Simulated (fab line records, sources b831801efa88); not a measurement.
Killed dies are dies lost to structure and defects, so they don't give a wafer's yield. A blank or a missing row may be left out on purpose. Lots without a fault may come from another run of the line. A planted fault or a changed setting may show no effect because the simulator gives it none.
fab line records | flow gf180mcu
record lots=5 wafers=15 last_day=34
route steps=602 shown SALICIDE@279 CONTACT@287
lots that met no fault: from a run of the same line without faults
start_h: hours from the record's first day to the start of the lot's first wafer shown | wait_h: hours since the lot's step before | " the same as in the row above | L1.1+2: a row that stands for several wafers | - no value, or no start given | * or withheld: withheld | < > ~ a bound
route shown NAME@n: a module of which the file shows steps, and the number in the route of the first | usual: mean/standard deviation of fault-free wafers | same: alike in all rows | chamber/n: place in a boat | sites: the reading at each site | _std_site: their standard deviation | _edge_site: outer sites' mean less inner sites' | radius_mm: how far each site lies from the wafer's centre | mask NAME#n: copy n | behind: the tool/chamber that last shaped the wafer | hold: why the lot was held/for how many hours/how that ended | device: the transistor (n, p or np) that didn't switch | end of line: the same wafers' tests at the end of the route | a step without rows: its recipe alone | killed: dies lost to structure and defects at the first sort, not the wafer's yield | map: a wafer's dies, x killed, . not, _ none there
set.NAME: the setting as run; set.NAME@STEP: as run at that earlier step | model.NAME: the simulator's own value behind a step, which no gauge read
lots at some steps of the route; a table a step, a row a wafer
services: from which hour (start_h, from the record's first day; less than 0 if before it) a tool's chamber was out of use, for how many hours, and why
## steps
# step GF_SALICIDE_WET_ETCH_01
# recipe chemistry=dHF target_depth_nm=5 dry=ipa_marangoni target=SiO2 temp_c=25 dilution=100:1 time_s=100
# columns lot.wafer tool chamber start_h wait_h
L078.1+2+4 wet_bench-03 0 374.08 0.0
L083.1+2+6 wet_bench-01 0 417.76 0.0
L088.4+5+6 wet_bench-03 2 462.99 0.0
L094.1+3+6 wet_bench-03 1 512.21 0.0
L097.2+5+6 wet_bench-01 3 536.01 0.0
# step GF_SALICIDE_SPUTTER_02
# recipe material=Co target_thk_nm=10 power_w=1000 time_s=20 chamber_pressure_pa=0.4
# usual throttle_valve_pct=29.8/1.3
# columns lot.wafer tool chamber start_h wait_h throttle_valve_pct
L078.1 pvd_sputter-01 - 374.11 0.0 30.1
L078.2 " - " " 29.0
L078.4 " - " " 29.9
L083.1 pvd_sputter-02 - 417.79 0.0 27.8
L083.2 " - " " 32.1
L083.6 " - " " 32.1
L088.4 pvd_sputter-01 - 463.02 0.0 30.2
L088.5 " - " " 30.0
L088.6 " - " " 29.8
L094.1 pvd_sputter-04 - 512.25 0.0 30.3
L094.3 " - " " 30.0
L094.6 " - " " 28.5
L097.2 pvd_sputter-01 - 536.05 0.0 28.9
L097.5 " - " " 30.9
L097.6 " - " " 28.9
# step GF_SALICIDE_SPUTTER_03
# recipe material=TiN target_thk_nm=20 power_w=6500 time_s=16.7 chamber_pressure_pa=0.4
# usual throttle_valve_pct=29.8/1.3
# columns lot.wafer tool chamber start_h wait_h throttle_valve_pct
L078.1 pvd_sputter-01 - 374.14 0.0 30.2
L078.2 " - " " 28.9
L078.4 " - " " 29.9
L083.1 pvd_sputter-02 - 417.82 0.0 28.0
L083.2 " - " " 32.0
L083.6 " - " " 32.2
L088.4 pvd_sputter-01 - 463.05 0.0 30.2
L088.5 " - " " 30.2
L088.6 " - " " 30.1
L094.1 pvd_sputter-04 - 512.28 0.0 30.4
L094.3 " - " " 29.7
L094.6 " - " " 28.1
L097.2 pvd_sputter-01 - 536.08 0.0 29.0
L097.5 " - " " 30.9
L097.6 " - " " 29.1
# step GF_SALICIDE_RS_MEAS_04
# recipe thk_meas_gauge=four-point-probe reads=TiN_of_SALICIDE_SPUTTER_03+Co_of_SALICIDE_SPUTTER_02
# usual SALICIDE_TIN_RS=16.3/0.35
# columns lot.wafer tool chamber start_h wait_h SALICIDE_TIN_RS[ohm/sq]
L078.1 film_metro-04 - 374.17 0.0 16.4
L078.2 " - " " 16.6
L078.4 " - " " 16.8
L083.1 film_metro-03 - 417.85 0.0 15.8
L083.2 " - " " 15.4
L083.6 " - " " 15.4
L088.4 film_metro-03 - 463.14 0.1 16.6
L088.5 " - " " 16.6
L088.6 " - " " 16.7
L094.1 film_metro-04 - 512.31 0.0 16.7
L094.3 " - " " 16.2
L094.6 " - " " 16.2
L097.2 film_metro-03 - 536.12 0.0 16.4
L097.5 " - " " 16.5
L097.6 " - " " 16.4
# step GF_SALICIDE_THK_MEAS_05
# recipe thk_meas_gauge=xrf reads=TiN_of_SALICIDE_SPUTTER_03
# usual SALICIDE_TIN_THK=19.85/0.26
# columns lot.wafer tool chamber start_h wait_h SALICIDE_TIN_THK[nm]
L078.1 film_metro-04 - 374.29 0.1 19.79
L078.2 " - " " 19.61
L078.4 " - " " 19.40
L083.1 film_metro-03 - 417.97 0.1 19.93
L083.2 " - " " 19.98
L083.6 " - " " 19.93
L088.4 film_metro-03 - 463.23 0.1 19.77
L088.5 " - " " 20.00
L088.6 " - " " 19.57
L094.1 film_metro-04 - 512.43 0.1 19.53
L094.3 " - " " 19.85
L094.6 " - " " 19.39
L097.2 film_metro-03 - 536.23 0.1 20.00
L097.5 " - " " 19.98
L097.6 " - " " 20.00
# step GF_SALICIDE_RTA_06
# recipe temp_c=530 time_s=30 ambient=N2
# usual lamp_power_pct=5.45/0.3 wafer_temp_C_max=531.7/0.61
# columns lot.wafer tool chamber start_h wait_h lamp_power_pct wafer_temp_C_max
L078.1 rtp_anneal-02 0 374.35 0.1 5.22 531.3
L078.2 " 0 " " 5.21 532.0
L078.4 " 0 " " 5.23 531.1
L083.1 rtp_anneal-01 0 418.03 0.1 5.83 532.5
L083.2 " 0 " " 5.83 532.5
L083.6 " 0 " " 5.83 532.3
L088.4 rtp_anneal-02 0 463.31 0.1 5.21 531.8
L088.5 " 0 " " 5.22 531.7
L088.6 " 0 " " 5.21 532.3
L094.1 rtp_anneal-02 0 512.49 0.1 5.22 531.8
L094.3 " 0 " " 5.22 531.1
L094.6 " 0 " " 5.22 531.5
L097.2 rtp_anneal-02 0 536.30 0.1 5.21 530.9
L097.5 " 0 " " 5.22 531.5
L097.6 " 0 " " 5.22 531.4
# step GF_SALICIDE_WET_ETCH_07
# recipe chemistry=SPM target_depth_nm=120 dry=n2_spin
# columns lot.wafer tool chamber start_h wait_h
L078.1+2+4 wet_bench-02 1 374.45 0.1
L083.1+2+6 wet_bench-02 2 418.13 0.1
L088.4+5+6 wet_bench-02 3 463.36 0.0
L094.1+3+6 wet_bench-01 0 512.59 0.1
L097.2+5+6 wet_bench-01 1 536.38 0.1
# step GF_SALICIDE_RTA_08
# recipe temp_c=800 time_s=30 ambient=N2
# usual lamp_power_pct=15.5/0.84 wafer_temp_C_max=802.9/1.1
# columns lot.wafer tool chamber start_h wait_h lamp_power_pct wafer_temp_C_max
L078.1 rtp_anneal-01 0 374.55 0.0 16.2 802.6
L078.2 " 0 " " 16.2 804.7
L078.4 " 0 " " 16.2 803.3
L083.1 rtp_anneal-02 0 418.22 0.0 14.5 802.1
L083.2 " 0 " " 14.5 801.8
L083.6 " 0 " " 14.5 801.8
L088.4 rtp_anneal-01 0 463.50 0.1 16.2 803.7
L088.5 " 0 " " 16.2 803.1
L088.6 " 0 " " 16.2 804.2
L094.1 rtp_anneal-01 0 512.68 0.0 16.2 804.0
L094.3 " 0 " " 16.2 803.1
L094.6 " 0 " " 16.2 803.1
L097.2 rtp_anneal-01 0 536.50 0.0 16.2 803.2
L097.5 " 0 " " 16.2 803.8
L097.6 " 0 " " 16.2 803.0
# step GF_CONTACT_CVD_00
# recipe material=SiO2 target_thk_nm=300 sigma_open_frac=0.3 temp_c=400 time_s=50 sih4_flow_sccm=60 pressure_mtorr=6
# columns lot.wafer tool chamber start_h wait_h
L078.1+2+4 hdpcvd-02 1,0,1 374.65 0.1
L083.1+2+6 hdpcvd-02 1,0,2 418.32 0.1
L088.4+5+6 hdpcvd-01 0,1,2 463.57 0.1
L094.1+3+6 hdpcvd-02 1,2,1 512.78 0.1
L097.2+5+6 hdpcvd-01 0,0,1 536.59 0.1
# step GF_CONTACT_THK_MEAS_01
# recipe reads=SiO2_of_CONTACT_CVD_00
# usual CONTACT_CVD_00_THK=300.6/2.9
# columns lot.wafer tool chamber start_h wait_h CONTACT_CVD_00_THK[nm]
L078.1 film_metro-02 - 374.69 0.0 303.8
L078.2 " - " " 304.1
L078.4 " - " " 299.5
L083.1 film_metro-02 - 418.36 0.0 296.1
L083.2 " - " " 302.7
L083.6 " - " " 293.5
L088.4 film_metro-01 - 463.62 0.0 300.0
L088.5 " - " " 301.3
L088.6 " - " " 309.7
L094.1 film_metro-02 - 512.82 0.0 299.4
L094.3 " - " " 299.3
L094.6 " - " " 295.7
L097.2 film_metro-02 - 536.64 0.0 299.4
L097.5 " - " " 297.8
L097.6 " - " " 301.3
# step GF_CONTACT_CVD_02
# recipe material=SiO2 target_thk_nm=860 precursor=TEOS temp_c=400 time_s=95.992 rf_w=600
# usual heater_power_w=601/65 rf_fwd_power_W=595.3/2.3
# columns lot.wafer tool chamber start_h wait_h heater_power_w rf_fwd_power_W
L078.1 pecvd-01 2 374.75 0.1 552 593.5
L078.2 " 0 " " 657 597.1
L078.4 " 2 " " 602 594.2
L083.1 pecvd-02 2 418.42 0.1 625 600.2
L083.2 " 0 " " 745 595.4
L083.6 " 2 " " 658 597.2
L088.4 pecvd-01 1 463.69 0.1 461 596.1
L088.5 " 1 " " 511 594.1
L088.6 " 2 " " 517 591.3
L094.1 pecvd-02 1 512.88 0.1 492 593.7
L094.3 " 2 " " 565 599.9
L094.6 " 2 " " 637 597.4
L097.2 pecvd-01 0 536.69 0.0 536 599.1
L097.5 " 1 " " 453 595.0
L097.6 " 2 " " 623 595.4
# step GF_CONTACT_THK_MEAS_03
# recipe reads=SiO2_of_CONTACT_CVD_02
# usual CONTACT_CVD_02_THK=858/10
# columns lot.wafer tool chamber start_h wait_h CONTACT_CVD_02_THK[nm]
L078.1 film_metro-01 - 374.82 0.0 852
L078.2 " - " " 849
L078.4 " - " " 861
L083.1 film_metro-02 - 418.49 0.0 855
L083.2 " - " " 865
L083.6 " - " " 863
L088.4 film_metro-01 - 463.79 0.1 872
L088.5 " - " " 867
L088.6 " - " " 857
L094.1 film_metro-01 - 512.95 0.0 857
L094.3 " - " " 849
L094.6 " - " " 855
L097.2 film_metro-02 - 536.77 0.0 871
L097.5 " - " " 869
L097.6 " - " " 876
# step GF_CONTACT_CMP_04
# recipe material=SiO2 down_force_psi=4 platen_rpm=60 pad_velocity_m_s=0.94248
# usual motor_current_A=11.6/0.65 time_to_endpoint_s=111/5.4
# columns lot.wafer tool chamber start_h wait_h motor_current_A time_to_endpoint_s
L078.1 cmp-02 1 374.88 0.1 11.5 110
L078.4 " 3 " " 11.3 107
L078.2 " 0 " " 10.8 113
L083.1 cmp-02 0 418.60 0.1 11.0 115
L083.2 " 2 " " 12.5 115
L083.6 " 0 " " 11.9 119
L088.4 cmp-02 3 463.87 0.1 11.6 116
L088.6 " 2 " " 11.4 103
L088.5 " 3 " " 11.0 109
L094.3 cmp-01 1 513.01 0.0 10.6 110
L094.1 " 0 " " 12.0 114
L094.6 " 2 " " 11.8 102
L097.2 cmp-01 0 537.20 0.4 13.0 121
L097.5 " 1 " " 10.3 120
L097.6 " 2 " " 12.1 116
# step GF_CONTACT_BOW_MEAS_05
# recipe mode=bow
# usual CONTACT_BOW=65/6.1
# columns lot.wafer tool chamber start_h wait_h CONTACT_BOW[um]
L078.1 film_metro-04 - 375.18 0.2 67
L078.2 " - " " 56
L078.4 " - " " 68
L083.1 film_metro-04 - 418.85 0.2 74
L083.2 " - " " 73
L083.6 " - " " 68
L088.4 film_metro-02 - 464.18 0.3 77
L088.5 " - " " 67
L088.6 " - " " 67
L094.1 film_metro-04 - 513.31 0.1 70
L094.3 " - " " 65
L094.6 " - " " 70
L097.2 film_metro-04 - 537.37 0.1 50
L097.5 " - " " 72
L097.6 " - " " 67
# step GF_CONTACT_DEHYDRATE_06
# recipe temp_c=200 time_s=60
# usual chill_plate_temp_C=22.99/0.1
# columns lot.wafer tool chamber start_h wait_h chill_plate_temp_C
L078.1 litho_track-01 0 386.27 11.1 22.90
L078.2 " 0 " " 22.90
L078.4 " 0 " " 23.07
L083.1 litho_track-04 0 429.56 10.7 23.18
L083.2 " 0 " " 23.00
L083.6 " 0 " " 23.06
L088.4 litho_track-03 0 475.41 11.2 22.96
L088.5 " 0 " " 22.97
L088.6 " 0 " " 22.96
L094.1 litho_track-03 0 524.03 10.7 22.99
L094.3 " 0 " " 23.02
L094.6 " 0 " " 23.09
L097.2 litho_track-03 0 548.01 10.6 22.95
L097.5 " 0 " " 22.97
L097.6 " 0 " " 22.90
# step GF_CONTACT_HMDS_07
# recipe prime_time_s=60 prime_temp_c=120
# usual chill_plate_temp_C=22.99/0.1
# same prime_time_s=60
# columns lot.wafer tool chamber start_h wait_h chill_plate_temp_C
L078.1 litho_track-01 0 386.42 0.1 22.98
L078.2 " 0 " " 22.91
L078.4 " 0 " " 22.87
L083.1 litho_track-04 0 429.71 0.1 23.09
L083.2 " 0 " " 22.98
L083.6 " 0 " " 23.02
L088.4 litho_track-03 0 475.56 0.1 23.04
L088.5 " 0 " " 22.88
L088.6 " 0 " " 22.98
L094.1 litho_track-03 0 524.18 0.1 23.15
L094.3 " 0 " " 23.08
L094.6 " 0 " " 23.16
L097.2 litho_track-03 0 548.16 0.1 23.06
L097.5 " 0 " " 22.93
L097.6 " 0 " " 23.08
# step GF_CONTACT_COAT_08
# recipe resist=BARC temp_c=withheld time_s=withheld spin_rpm=withheld resist_thk_nm=withheld
# usual chill_plate_temp_C=*
# columns lot.wafer tool chamber start_h wait_h chill_plate_temp_C
L078.1 litho_track-01 0 386.57 0.1 *
L078.2 " 0 " " *
L078.4 " 0 " " *
L083.1 litho_track-04 0 429.86 0.1 *
L083.2 " 0 " " *
L083.6 " 0 " " *
L088.4 litho_track-03 0 475.71 0.1 *
L088.5 " 0 " " *
L088.6 " 0 " " *
L094.1 litho_track-03 0 524.33 0.1 *
L094.3 " 0 " " *
L094.6 " 0 " " *
L097.2 litho_track-03 0 548.31 0.1 *
L097.5 " 0 " " *
L097.6 " 0 " " *
# step GF_CONTACT_COAT_09
# recipe resist=KrF spin_rpm=withheld resist_thk_nm=1000
# usual chill_plate_temp_C=23.00/0.13
# columns lot.wafer tool chamber start_h wait_h chill_plate_temp_C
L078.1 litho_track-01 0 - - 23.13
L078.2 " 0 " " 23.17
L078.4 " 0 " " 23.13
L083.1 litho_track-04 0 - - 22.90
L083.2 " 0 " " 22.87
L083.6 " 0 " " 22.89
L088.4 litho_track-03 0 - - 23.10
L088.5 " 0 " " 23.12
L088.6 " 0 " " 23.17
L094.1 litho_track-03 0 - - 23.11
L094.3 " 0 " " 23.09
L094.6 " 0 " " 23.06
L097.2 litho_track-03 0 - - 22.93
L097.5 " 0 " " 22.95
L097.6 " 0 " " 23.08
# step GF_CONTACT_SOFTBAKE_10
# recipe temp_c=130 time_s=60 resist=KrF
# usual chill_plate_temp_C=23.02/0.11
# columns lot.wafer tool chamber start_h wait_h chill_plate_temp_C
L078.1 litho_track-01 0 - - 23.02
L078.2 " 0 " " 22.99
L078.4 " 0 " " 22.92
L083.1 litho_track-04 0 - - 22.92
L083.2 " 0 " " 23.02
L083.6 " 0 " " 23.02
L088.4 litho_track-03 0 - - 22.97
L088.5 " 0 " " 22.84
L088.6 " 0 " " 23.11
L094.1 litho_track-03 0 - - 22.92
L094.3 " 0 " " 22.86
L094.6 " 0 " " 23.01
L097.2 litho_track-03 0 - - 23.10
L097.5 " 0 " " 23.02
L097.6 " 0 " " 23.05
# step GF_CONTACT_EXPOSE_11
# recipe mask_id=Contact target_cd_nm=220 na=0.68 source_shape=conventional sigma_outer=0.6 dose_mj=38
# same na=0.68 sigma_outer=0.6
# columns lot.wafer tool chamber start_h wait_h mask
L078.1+2+4 krf_scanner-02 0 - - Contact#0
L083.1+2+6 krf_scanner-02 0 - - Contact#0
L088.4+5+6 krf_scanner-02 0 - - Contact#0
L094.1+3+6 krf_scanner-02 0 - - Contact#0
L097.2+5+6 krf_scanner-02 0 - - Contact#0
# step GF_CONTACT_PEB_12
# recipe peb_temp_c=135 peb_time_s=90 resist=KrF
# usual chill_plate_temp_C=22.98/0.096
# columns lot.wafer tool chamber start_h wait_h chill_plate_temp_C
L078.1 litho_track-03 0 - - 23.05
L078.2 " 0 " " 22.95
L078.4 " 0 " " 22.95
L083.1 litho_track-03 0 - - 23.06
L083.2 " 0 " " 22.92
L083.6 " 0 " " 23.08
L088.4 litho_track-04 0 - - 22.91
L088.5 " 0 " " 22.85
L088.6 " 0 " " 23.04
L094.1 litho_track-03 0 - - 23.13
L094.3 " 0 " " 22.86
L094.6 " 0 " " 22.95
L097.2 litho_track-03 0 - - 23.04
L097.5 " 0 " " 23.10
L097.6 " 0 " " 23.03
# step GF_CONTACT_DEVELOP_13
# recipe develop_time_s=60 resist=KrF dev_temp_c=21
# usual chill_plate_temp_C=23.00/0.099
# columns lot.wafer tool chamber start_h wait_h chill_plate_temp_C
L078.1 litho_track-03 0 397.74 0.2 22.90
L078.2 " 0 " " 22.91
L078.4 " 0 " " 22.88
L083.1 litho_track-03 0 442.49 0.2 22.99
L083.2 " 0 " " 23.12
L083.6 " 0 " " 23.05
L088.4 litho_track-04 0 488.03 0.1 23.06
L088.5 " 0 " " 22.85
L088.6 " 0 " " 23.03
L094.1 litho_track-03 0 535.98 0.2 23.26
L094.3 " 0 " " 23.25
L094.6 " 0 " " 23.29
L097.2 litho_track-03 0 559.11 0.2 22.92
L097.5 " 0 " " 23.06
L097.6 " 0 " " 22.97
# step GF_CONTACT_CD_MEAS_14
# recipe target_cd_nm=220
# usual cd_nm=220.1/1.4
# columns lot.wafer tool chamber start_h wait_h cd_nm
L078.1 cd_sem-02 - 397.89 0.1 221.3
L078.2 " - " " 222.1
L078.4 " - " " 219.7
L083.1 cd_sem-01 - 442.64 0.1 222.8
L083.2 " - " " 221.1
L083.6 " - " " 222.5
L088.4 cd_sem-02 - 488.16 0.1 218.7
L088.5 " - " " 220.2
L088.6 " - " " 218.8
L094.1 cd_sem-01 - 536.13 0.1 220.0
L094.3 " - " " 220.1
L094.6 " - " " 219.6
L097.2 cd_sem-02 - 559.46 0.3 217.0
L097.5 " - " " 219.0
L097.6 " - " " 217.9
# step GF_CONTACT_OVL_MEAS_15
# usual CONTACT_OVL=-4/6
# columns lot.wafer tool chamber start_h wait_h CONTACT_OVL[nm]
L078.1 overlay-02 - 398.01 0.1 -20
L078.2 " - " " -13
L078.4 " - " " -13
L083.1 overlay-02 - 442.76 0.1 -17
L083.2 " - " " -13
L083.6 " - " " -13
L088.4 overlay-01 - 488.24 0.1 -10
L088.5 " - " " -9
L088.6 " - " " -8
L094.1 overlay-01 - 536.25 0.1 -9
L094.3 " - " " -12
L094.6 " - " " -5
L097.2 overlay-02 - 559.57 0.1 -7
L097.5 " - " " 3
L097.6 " - " " -1
# step GF_CONTACT_ETCH_16
# recipe chemistry=N2/H2 target_depth_a=withheld overetch_a=withheld time_s=withheld target=BARC ion_energy_ev=200 source_w=500 bias_w=100 pressure_mtorr=30 n2_flow_sccm=100 h2_flow_sccm=200
# usual drypump_motor_current_A=5.7/0.36 h2_flow_sccm=200.0/0.54 oes_product_au=0.854/0.0048 rf_fwd_power_W=494.5/2.4 throttle_valve_pct=13.225/0.0096
# columns lot.wafer tool chamber start_h wait_h drypump_motor_current_A h2_flow_sccm oes_product_au rf_fwd_power_W throttle_valve_pct
L078.1 rie_diel-04 0 398.04 0.0 5.4 200.1 0.850 496.0 13.217
L078.2 " 2 " " 6.0 200.5 0.858 497.8 13.219
L078.4 " 0 " " 5.4 200.8 0.847 493.6 13.212
L083.1 rie_diel-03 2 442.79 0.0 5.7 200.0 0.854 494.8 13.229
L083.2 " 0 " " 6.0 200.1 0.857 491.5 13.225
L083.6 " 3 " " 5.4 200.2 0.852 495.9 13.228
L088.4 rie_diel-03 0 488.26 0.0 6.1 200.5 0.849 494.2 13.220
L088.5 " 1 " " 5.4 199.5 0.852 491.5 13.209
L088.6 " 2 " " 5.7 200.6 0.852 497.8 13.210
L094.1 rie_diel-03 1 536.29 0.0 5.5 200.0 0.853 494.1 13.220
L094.3 " 2 " " 5.8 200.2 0.859 495.8 13.221
L094.6 " 1 " " 5.4 200.8 0.856 494.1 13.228
L097.2 rie_diel-01 1 559.60 0.0 5.0 199.5 0.844 493.7 13.214
L097.5 " 1 " " 5.0 199.2 0.852 491.2 13.220
L097.6 " 2 " " 6.1 200.4 0.865 495.5 13.219
# step GF_CONTACT_ETCH_17
# recipe chemistry=C4F8/O2/Ar mask_material=KrF target=SiO2 stop_on=CoSi2 source_w=1500 bias_w=1200 pressure_mtorr=40 c4f8_flow_sccm=withheld O2_flow_sccm=6 Ar_flow_sccm=300 time_s=withheld target_depth_a=8600
# usual oes_product_au=0.815/0.0045 rf_fwd_power_W=1494/4.7
# columns lot.wafer tool chamber start_h wait_h oes_product_au rf_fwd_power_W
L078.1 rie_diel-04 0 - - 0.817 1495
L078.2 " 2 " " 0.821 1491
L078.4 " 0 " " 0.815 1488
L083.1 rie_diel-03 2 - - 0.814 1488
L083.2 " 0 " " 0.807 1491
L083.6 " 3 " " 0.815 1501
L088.4 rie_diel-03 0 - - 0.814 1492
L088.5 " 1 " " 0.814 1496
L088.6 " 2 " " 0.815 1495
L094.1 rie_diel-03 1 - - 0.810 1488
L094.3 " 2 " " 0.815 1491
L094.6 " 1 " " 0.814 1495
L097.2 rie_diel-01 1 - - 0.818 1495
L097.5 " 1 " " 0.811 1491
L097.6 " 2 " " 0.818 1499
# step GF_CONTACT_STRIP_18
# recipe chemistry=O2/N2 power_w=1400 pressure_mtorr=1500 platen_temp_c=250 o2_flow_sccm=3000 n2_flow_sccm=300 overash_fraction=0.5
# usual drypump_motor_current_A=5.8/0.37 heater_power_w=344/16 o2_flow_sccm=3000/9.3 oes_product_au=0.580/0.0049
# columns lot.wafer tool chamber start_h wait_h drypump_motor_current_A heater_power_w o2_flow_sccm oes_product_au rf_hours_counter_h
L078.1 plasma_asher-03 0 398.20 - 5.8 347 2992 0.590 30
L078.2 " 1 " " 5.9 345 3001 0.578 30
L078.4 " 0 " " 5.8 347 2994 0.583 -
L083.1 plasma_asher-02 1 442.95 - 5.6 350 2995 0.584 1
L083.2 " 0 " " 6.3 364 3011 0.585 1
L083.6 " 1 " " 5.6 353 2992 0.586 -
L088.4 plasma_asher-01 0 488.46 - 5.3 319 3009 0.573 -
L088.5 " 1 " " 6.1 333 3014 0.586 -
L088.6 " 0 " " 5.3 326 3012 0.584 -
L094.1 plasma_asher-02 1 536.45 - 5.6 356 2996 0.585 13
L094.3 " 1 " " 5.6 348 3001 0.578 -
L094.6 " 1 " " 5.6 345 3008 0.582 -
L097.2 plasma_asher-03 1 559.76 - 5.9 358 2992 0.584 43
L097.5 " 1 " " 5.9 351 2990 0.580 -
L097.6 " 0 " " 5.8 354 3004 0.590 -
# step GF_CONTACT_CLEAN_19
# recipe chemistry=SPM
# columns lot.wafer tool chamber start_h wait_h
L078.1+2+4 wet_bench-01 0 398.30 0.1
L083.1+2+6 wet_bench-03 1 443.05 0.1
L088.4+5+6 wet_bench-03 3 488.52 0.0
L094.1+3+6 wet_bench-03 0 536.55 0.1
L097.2+5+6 wet_bench-01 3 559.86 0.1
# step GF_CONTACT_CLEAN_20
# recipe chemistry=DIW
# columns lot.wafer tool chamber start_h wait_h
L078.1+2+4 wet_bench-03 1 398.40 0.0
L083.1+2+6 wet_bench-01 0 443.15 0.0
L088.4+5+6 wet_bench-03 3 488.62 0.0
L094.1+3+6 wet_bench-04 1 536.64 0.0
L097.2+5+6 wet_bench-04 2 559.97 0.0
# step GF_CONTACT_CLEAN_21
# recipe chemistry=dHF time_s=20 dilution=100:1 dry=ipa_marangoni
# columns lot.wafer tool chamber start_h wait_h
L078.1+2+4 wet_bench-01 1 398.58 0.0
L083.1+2+6 wet_bench-03 1 443.24 0.0
L088.4+5+6 wet_bench-01 0 488.72 0.0
L094.1+3+6 wet_bench-01 0 536.74 0.0
L097.2+5+6 wet_bench-01 0 560.07 0.0
# step GF_CONTACT_SPUTTER_22
# recipe material=Ti target_thk_nm=15 chamber_pressure_pa=5 power_w=2500 substrate_temp_c=200 time_s=80.02
# usual throttle_valve_pct=30.0/1.3
# columns lot.wafer tool chamber start_h wait_h throttle_valve_pct
L078.1 pvd_sputter-02 - 398.59 0.0 32.1
L078.2 " - " " 27.8
L078.4 " - " " 29.0
L083.1 pvd_sputter-04 - 443.25 0.0 31.6
L083.2 " - " " 28.2
L083.6 " - " " 30.4
L088.4 pvd_sputter-02 - 488.74 0.0 28.9
L088.5 " - " " 32.2
L088.6 " - " " 28.0
L094.1 pvd_sputter-02 - 536.75 0.0 27.6
L094.3 " - " " 32.3
L094.6 " - " " 29.5
L097.2 pvd_sputter-04 - 560.09 0.0 31.8
L097.5 " - " " 31.7
L097.6 " - " " 30.3
# step GF_CONTACT_SPUTTER_23
# recipe material=TiN target_thk_nm=10 chamber_pressure_pa=5 power_w=4000 time_s=40
# usual throttle_valve_pct=30.0/1.3
# columns lot.wafer tool chamber start_h wait_h throttle_valve_pct
L078.1 pvd_sputter-02 - 398.65 0.0 31.8
L078.2 " - " " 27.9
L078.4 " - " " 29.2
L083.1 pvd_sputter-04 - 443.31 0.0 31.8
L083.2 " - " " 28.1
L083.6 " - " " 30.6
L088.4 pvd_sputter-02 - 488.80 0.0 29.2
L088.5 " - " " 32.3
L088.6 " - " " 27.9
L094.1 pvd_sputter-02 - 536.87 0.1 27.7
L094.3 " - " " 32.1
L094.6 " - " " 29.7
L097.2 pvd_sputter-04 - 560.15 0.0 31.6
L097.5 " - " " 31.8
L097.6 " - " " 30.3
# step GF_CONTACT_CVD_24
# recipe material=W target_thk_nm=300 time_s=90.339 temp_c=400 pressure_torr=40
# usual heater_power_w=828/60
# columns lot.wafer tool chamber start_h wait_h heater_power_w
L078.1 cvd_w-01 1 398.69 0.0 780
L078.2 " 0 " " 855
L078.4 " 1 " " 799
L083.1 cvd_w-01 1 443.35 0.0 764
L083.2 " 0 " " 870
L083.6 " 1 " " 791
L088.4 cvd_w-02 1 488.87 0.1 910
L088.5 " 0 " " 747
L088.6 " 1 " " 918
L094.1 cvd_w-01 0 536.95 0.0 873
L094.3 " 0 " " 862
L094.6 " 1 " " 751
L097.2 cvd_w-01 0 560.19 0.0 861
L097.5 " 0 " " 870
L097.6 " 1 " " 787
# step GF_CONTACT_RS_MEAS_25
# recipe thk_meas_gauge=four-point-probe reads=W_of_CONTACT_CVD_24+TiN_of_CONTACT_SPUTTER_23+Ti_of_CONTACT_SPUTTER_22
# usual CONTACT_W_RS=0.383/0.0047
# columns lot.wafer tool chamber start_h wait_h CONTACT_W_RS[ohm/sq]
L078.1 film_metro-04 - 398.79 0.1 0.374
L078.2 " - " " 0.381
L078.4 " - " " 0.379
L083.1 film_metro-04 - 443.45 0.1 0.385
L083.2 " - " " 0.392
L083.6 " - " " 0.382
L088.4 film_metro-04 - 489.00 0.1 0.389
L088.5 " - " " 0.379
L088.6 " - " " 0.388
L094.1 film_metro-02 - 537.05 0.1 0.381
L094.3 " - " " 0.384
L094.6 " - " " 0.381
L097.2 film_metro-02 - 560.31 0.1 0.378
L097.5 " - " " 0.376
L097.6 " - " " 0.375
# step GF_CONTACT_THK_MEAS_26
# recipe thk_meas_gauge=xrf reads=W_of_CONTACT_CVD_24
# usual CONTACT_W_THK=295/4.6
# columns lot.wafer tool chamber start_h wait_h CONTACT_W_THK[nm]
L078.1 film_metro-04 - 398.91 0.1 305
L078.2 " - " " 299
L078.4 " - " " 302
L083.1 film_metro-04 - 443.57 0.1 295
L083.2 " - " " 289
L083.6 " - " " 296
L088.4 film_metro-04 - 489.09 0.1 289
L088.5 " - " " 300
L088.6 " - " " 292
L094.1 film_metro-02 - 537.17 0.1 296
L094.3 " - " " 292
L094.6 " - " " 296
L097.2 film_metro-02 - 560.42 0.1 297
L097.5 " - " " 301
L097.6 " - " " 301
# step GF_CONTACT_CMP_27
# recipe stop_on=SiO2 down_force_psi=3.5 platen_rpm=60 t_overpolish_s=15 target_thk_nm=0 pad_velocity_m_s=0.94248
# usual motor_current_A=10.7/0.56 overpolish_run_s=15.000/0.0088 time_to_endpoint_s=73/4.2
# columns lot.wafer tool chamber start_h wait_h motor_current_A overpolish_run_s time_to_endpoint_s
L078.2 cmp-02 0 398.97 0.0 10.3 15.011 79
L078.1 " 2 " " 10.9 14.994 72
L078.4 " 3 " " 10.5 15.003 76
L083.1 cmp-02 2 443.68 0.1 10.7 15.003 73
L083.2 " 0 " " 10.1 15.014 79
L083.6 " 1 " " 10.7 15.001 75
L088.4 cmp-02 3 489.17 0.1 10.6 15.002 69
L088.5 " 2 " " 10.8 15.002 74
L088.6 " 3 " " 10.3 14.984 67
L094.1 cmp-01 1 537.77 0.6 9.2 14.998 80
L094.3 " 2 " " 10.9 14.994 67
L094.6 " 0 " " 11.6 15.003 80
L097.2 cmp-01 1 560.57 0.1 9.6 15.014 75
L097.5 " 3 " " 10.8 14.990 72
L097.6 " 0 " " 11.5 15.015 80
## services
# columns tool chamber start_h hours kind
cmp-02 - 381.72 3.7 repair
rie_diel-03 2 385.70 4.2 repair
cmp-02 - 386.75 10.5 pm
rie_diel-03 - 388.23 0.3 repair
wet_bench-01 - 388.82 4.3 repair
rie_diel-03 - 392.15 0.6 repair
cmp-02 - 404.40 4.0 pm
pvd_sputter-04 - 416.99 0.9 repair
pvd_sputter-04 - 447.57 3.8 repair
cmp-02 - 449.43 1.2 repair
cmp-02 - 450.74 1.2 repair
pvd_sputter-02 - 455.34 1.2 repair
pvd_sputter-02 - 472.70 2.2 repair
pvd_sputter-04 - 483.78 3.3 repair
cmp-02 - 497.48 0.5 repair
cmp-02 - 507.69 1.4 repair
cmp-02 - 513.19 0.9 repair
rie_diel-03 3 517.00 5.1 repair
cmp-02 - 532.83 17.5 repair
pvd_sputter-02 - 538.50 0.5 repair
cmp-02 - 538.64 0.8 repair
rie_diel-03 3 550.38 7.6 repair
rie_diel-03 - 551.67 4.4 repair
wet_bench-01 - 556.05 1.7 repair
## key
fault none
